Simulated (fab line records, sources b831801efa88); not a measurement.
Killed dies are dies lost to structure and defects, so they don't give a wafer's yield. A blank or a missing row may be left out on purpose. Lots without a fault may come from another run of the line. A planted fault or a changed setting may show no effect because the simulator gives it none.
fab line records | flow gf180mcu
record lots=5 wafers=15 last_day=34
route steps=602 shown M2@379 V2@382
lots that met no fault: from a run of the same line without faults
start_h: hours from the record's first day to the start of the lot's first wafer shown | wait_h: hours since the lot's step before | " the same as in the row above | L1.1+2: a row that stands for several wafers | - no value, or no start given | * or withheld: withheld | < > ~ a bound
route shown NAME@n: a module of which the file shows steps, and the number in the route of the first | usual: mean/standard deviation of fault-free wafers | same: alike in all rows | chamber/n: place in a boat | sites: the reading at each site | _std_site: their standard deviation | _edge_site: outer sites' mean less inner sites' | radius_mm: how far each site lies from the wafer's centre | mask NAME#n: copy n | behind: the tool/chamber that last shaped the wafer | hold: why the lot was held/for how many hours/how that ended | device: the transistor (n, p or np) that didn't switch | end of line: the same wafers' tests at the end of the route | a step without rows: its recipe alone | killed: dies lost to structure and defects at the first sort, not the wafer's yield | map: a wafer's dies, x killed, . not, _ none there
set.NAME: the setting as run; set.NAME@STEP: as run at that earlier step | model.NAME: the simulator's own value behind a step, which no gauge read
lots at some steps of the route; a table a step, a row a wafer
services: from which hour (start_h, from the record's first day; less than 0 if before it) a tool's chamber was out of use, for how many hours, and why
## steps
# step GF_M2_STRIP_17
# recipe chemistry=O2/N2 power_w=1400 pressure_mtorr=1500 platen_temp_c=250 o2_flow_sccm=3000 n2_flow_sccm=300 overash_fraction=0.5
# usual drypump_motor_current_A=5.83/0.14 heater_power_w=318/23 n2_flow_sccm=300.0/0.88 o2_flow_sccm=3001/8.3 oes_product_au=0.537/0.0053 strip_time_to_endpoint_s=7.38/0.065
# columns lot.wafer tool chamber start_h wait_h drypump_motor_current_A heater_power_w n2_flow_sccm o2_flow_sccm oes_product_au rf_hours_counter_h strip_time_to_endpoint_s
L075.2 plasma_asher-03 1 447.84 0.1 5.78 305 300.0 3009 0.537 2 7.40
L075.4 " 1 " " 5.79 312 299.6 2997 0.533 - 7.30
L075.5 " 0 " " 6.02 317 301.5 2983 0.533 - 7.34
L078.2 plasma_asher-03 0 475.17 0.2 6.02 306 300.5 2998 0.539 4 7.37
L078.3 " 1 " " 5.79 318 300.3 3005 0.535 - 7.40
L078.6 " 0 " " 6.02 310 301.5 2997 0.541 - 7.39
L086.3 plasma_asher-03 1 548.15 0.2 5.79 315 299.1 3009 0.536 - 7.30
L086.5 " 0 " " 6.03 320 300.2 3005 0.532 - 7.32
L086.6 " 1 " " 5.82 313 299.6 3019 0.539 - 7.35
L094.2 plasma_asher-01 0 600.93 0.1 5.96 284 300.9 3000 0.538 99 7.43
L094.5 " 0 " " 5.96 288 300.4 3000 0.544 - 7.45
L094.6 " 1 " " 5.88 335 300.0 3003 0.545 - 7.49
L097.1 plasma_asher-02 0 626.63 0.1 5.61 330 298.1 2998 0.541 82 7.40
L097.3 " 0 " " 5.62 340 299.4 2988 0.540 - 7.43
L097.6 " 1 " " 5.62 338 298.8 3016 0.534 - 7.35
# step GF_M2_STRIP_18
# recipe chemistry=post_etch_residue_remover time_s=1200 temp_c=72.5
# columns lot.wafer tool chamber start_h wait_h
L075.2+4+5 wet_bench-02 1 447.94 0.1
L078.2+3+6 wet_bench-03 0 475.27 0.1
L086.3+5+6 wet_bench-02 1 548.21 0.0
L094.2+5+6 wet_bench-04 1 601.03 0.1
L097.1+3+6 wet_bench-04 1 626.73 0.1
# step GF_M2_CLEAN_19
# recipe chemistry=DIW dry=n2_spin
# columns lot.wafer tool chamber start_h wait_h
L075.2+4+5 wet_bench-04 2 448.31 0.0
L078.2+3+6 wet_bench-04 1 475.61 0.0
L086.3+5+6 wet_bench-03 1 548.56 0.0
L094.2+5+6 wet_bench-03 1 601.38 0.0
L097.1+3+6 wet_bench-02 1 627.08 0.0
# step GF_V2_CVD_00
# recipe material=SiO2 target_thk_nm=600 sigma_open_frac=0.3 temp_c=400 time_s=100 sih4_flow_sccm=60 pressure_mtorr=6
# usual sih4_flow_sccm=60.00/0.17
# columns lot.wafer tool chamber start_h wait_h sih4_flow_sccm
L075.2 hdpcvd-01 1 448.40 0.0 60.25
L075.4 " 1 " " 60.21
L075.5 " 0 " " 59.86
L078.2 hdpcvd-01 2 475.70 0.0 59.88
L078.3 " 0 " " 59.96
L078.6 " 1 " " 59.91
L086.3 hdpcvd-01 0 548.67 0.0 59.95
L086.5 " 1 " " 60.00
L086.6 " 2 " " 59.79
L094.2 hdpcvd-01 2 601.47 0.0 59.99
L094.5 " 1 " " 59.88
L094.6 " 2 " " 60.07
L097.1 hdpcvd-02 0 627.26 0.0 60.27
L097.3 " 2 " " 60.06
L097.6 " 2 " " 59.98
# step GF_V2_THK_MEAS_01
# recipe reads=SiO2_of_V2_CVD_00
# usual V2_CVD_00_THK=598/5.7
# columns lot.wafer tool chamber start_h wait_h V2_CVD_00_THK[nm]
L075.2 film_metro-03 - 448.49 0.0 598
L075.4 " - " " 602
L075.5 " - " " 613
L078.2 film_metro-02 - 475.78 0.0 603
L078.3 " - " " 608
L078.6 " - " " 599
L086.3 film_metro-03 - 548.76 0.1 609
L086.5 " - " " 601
L086.6 " - " " 594
L094.2 film_metro-03 - 601.55 0.0 601
L094.5 " - " " 601
L094.6 " - " " 608
L097.1 film_metro-02 - 627.33 0.0 604
L097.3 " - " " 606
L097.6 " - " " 604
# step GF_V2_CVD_02
# recipe material=SiO2 target_thk_nm=850 precursor=TEOS temp_c=400 time_s=94.851 rf_w=600
# usual heater_power_w=625/90
# columns lot.wafer tool chamber start_h wait_h heater_power_w
L075.2 pecvd-04 1 448.54 0.0 777
L075.4 " 1 " " 622
L075.5 " 2 " " 581
L078.2 pecvd-04 1 475.83 0.0 710
L078.3 " 2 " " 602
L078.6 " 0 " " 537
L086.3 pecvd-03 2 548.80 0.0 628
L086.5 " 0 " " 463
L086.6 " 2 " " 497
L094.2 pecvd-03 2 601.60 0.0 612
L094.5 " 0 " " 573
L094.6 " 1 " " 605
L097.1 pecvd-03 1 627.39 0.1 687
L097.3 " 2 " " 546
L097.6 " 2 " " 591
# step GF_V2_THK_MEAS_03
# recipe reads=SiO2_of_V2_CVD_02
# usual V2_CVD_02_THK=851/12
# columns lot.wafer tool chamber start_h wait_h V2_CVD_02_THK[nm]
L075.2 film_metro-02 - 448.61 0.0 840
L075.4 " - " " 857
L075.5 " - " " 849
L078.2 film_metro-04 - 475.91 0.0 848
L078.3 " - " " 834
L078.6 " - " " 862
L086.3 film_metro-04 - 548.89 0.1 846
L086.5 " - " " 872
L086.6 " - " " 850
L094.2 film_metro-02 - 601.68 0.0 829
L094.5 " - " " 869
L094.6 " - " " 858
L097.1 film_metro-03 - 627.46 0.0 824
L097.3 " - " " 834
L097.6 " - " " 843
# step GF_V2_CMP_04
# recipe material=SiO2 down_force_psi=4 platen_rpm=60 pad_velocity_m_s=0.94248
# usual motor_current_A=12.0/1.3 retaining_ring_pressure_frac=1.000/0.0048 time_to_endpoint_s=80/5.8
# columns lot.wafer tool chamber start_h wait_h motor_current_A retaining_ring_pressure_frac time_to_endpoint_s
L075.4 cmp-01 1 448.66 0.0 13.9 0.992 87
L075.2 " 3 " " 11.9 0.993 76
L075.5 " 1 " " 14.3 0.995 83
L078.2 cmp-01 2 476.06 0.1 10.1 1.003 75
L078.3 " 3 " " 12.6 1.005 73
L078.6 " 1 " " 13.8 1.000 85
L086.3 cmp-02 0 549.08 0.2 13.0 1.004 86
L086.6 " 1 " " 10.7 1.001 82
L086.5 " 2 " " 10.5 0.994 89
L094.2 cmp-02 2 601.91 0.2 10.4 0.998 72
L094.6 " 2 " " 10.3 0.996 83
L094.5 " 3 " " 13.6 1.005 90
L097.1 cmp-02 0 627.52 0.1 12.4 1.000 77
L097.3 " 1 " " 11.2 1.000 72
L097.6 " 1 " " 11.2 1.008 74
# step GF_V2_BOW_MEAS_05
# recipe mode=bow
# usual V2_BOW=98/8.6
# columns lot.wafer tool chamber start_h wait_h V2_BOW[um]
L075.2 film_metro-04 - 448.98 0.2 94
L075.4 " - " " 85
L075.5 " - " " 86
L078.2 film_metro-02 - 476.28 0.2 103
L078.3 " - " " 115
L078.6 " - " " 103
L086.3 film_metro-04 - 549.27 0.1 90
L086.5 " - " " 103
L086.6 " - " " 85
L094.2 film_metro-02 - 602.23 0.3 84
L094.5 " - " " 92
L094.6 " - " " 91
L097.1 film_metro-02 - 627.82 0.2 101
L097.3 " - " " 91
L097.6 " - " " 91
# step GF_V2_DEHYDRATE_06
# recipe temp_c=200 time_s=60
# columns lot.wafer tool chamber start_h wait_h
L075.2+4+5 litho_track-02 0 460.62 11.6
L078.2+3+6 litho_track-02 0 487.52 11.2
L086.3+5+6 litho_track-01 0 560.30 11.0
L094.2+5+6 litho_track-02 0 612.47 10.2
L097.1+3+6 litho_track-01 0 637.70 9.9
# step GF_V2_HMDS_07
# recipe prime_time_s=60 prime_temp_c=120
# columns lot.wafer tool chamber start_h wait_h
L075.2+4+5 litho_track-02 0 460.77 0.1
L078.2+3+6 litho_track-02 0 487.67 0.1
L086.3+5+6 litho_track-01 0 560.45 0.1
L094.2+5+6 litho_track-02 0 612.62 0.1
L097.1+3+6 litho_track-01 0 637.85 0.1
# step GF_V2_COAT_08
# recipe resist=BARC temp_c=withheld time_s=withheld spin_rpm=withheld resist_thk_nm=withheld
# columns lot.wafer tool chamber start_h wait_h
L075.2+4+5 litho_track-02 0 460.92 0.1
L078.2+3+6 litho_track-02 0 487.82 0.1
L086.3+5+6 litho_track-01 0 560.60 0.1
L094.2+5+6 litho_track-02 0 612.77 0.1
L097.1+3+6 litho_track-01 0 638.00 0.1
# step GF_V2_COAT_09
# recipe resist=KrF spin_rpm=withheld resist_thk_nm=1000
# columns lot.wafer tool chamber start_h wait_h
L075.2+4+5 litho_track-02 0 - -
L078.2+3+6 litho_track-02 0 - -
L086.3+5+6 litho_track-01 0 - -
L094.2+5+6 litho_track-02 0 - -
L097.1+3+6 litho_track-01 0 - -
# step GF_V2_SOFTBAKE_10
# recipe temp_c=130 time_s=60 resist=KrF
# columns lot.wafer tool chamber start_h wait_h
L075.2+4+5 litho_track-02 0 - -
L078.2+3+6 litho_track-02 0 - -
L086.3+5+6 litho_track-01 0 - -
L094.2+5+6 litho_track-02 0 - -
L097.1+3+6 litho_track-01 0 - -
## services
# columns tool chamber start_h hours kind
plasma_asher-03 - 424.39 1.2 repair
pecvd-03 2 431.83 14.3 repair
plasma_asher-03 - 452.15 2.8 repair
plasma_asher-02 - 452.31 4.1 repair
hdpcvd-02 - 456.39 5.5 pm
cmp-02 - 457.95 2.5 repair
cmp-01 - 472.05 0.4 repair
cmp-01 - 476.36 2.2 repair
wet_bench-03 - 480.19 22.1 repair
plasma_asher-02 - 503.95 2.0 repair
pecvd-04 - 507.85 6.0 pm
pecvd-03 0 512.72 28.4 repair
pecvd-04 2 514.57 15.0 repair
pecvd-03 1 517.25 6.8 repair
pecvd-04 - 518.43 1.6 repair
cmp-01 - 564.45 3.0 repair
wet_bench-03 - 564.70 1.8 repair
cmp-02 - 572.27 4.0 pm
pecvd-03 - 572.40 0.8 pm
cmp-02 - 579.52 2.0 repair
pecvd-04 1 603.85 5.2 repair
cmp-01 - 609.43 4.2 pm
pecvd-03 - 623.15 1.8 repair
cmp-02 - 632.90 7.9 pm
## key
fault none
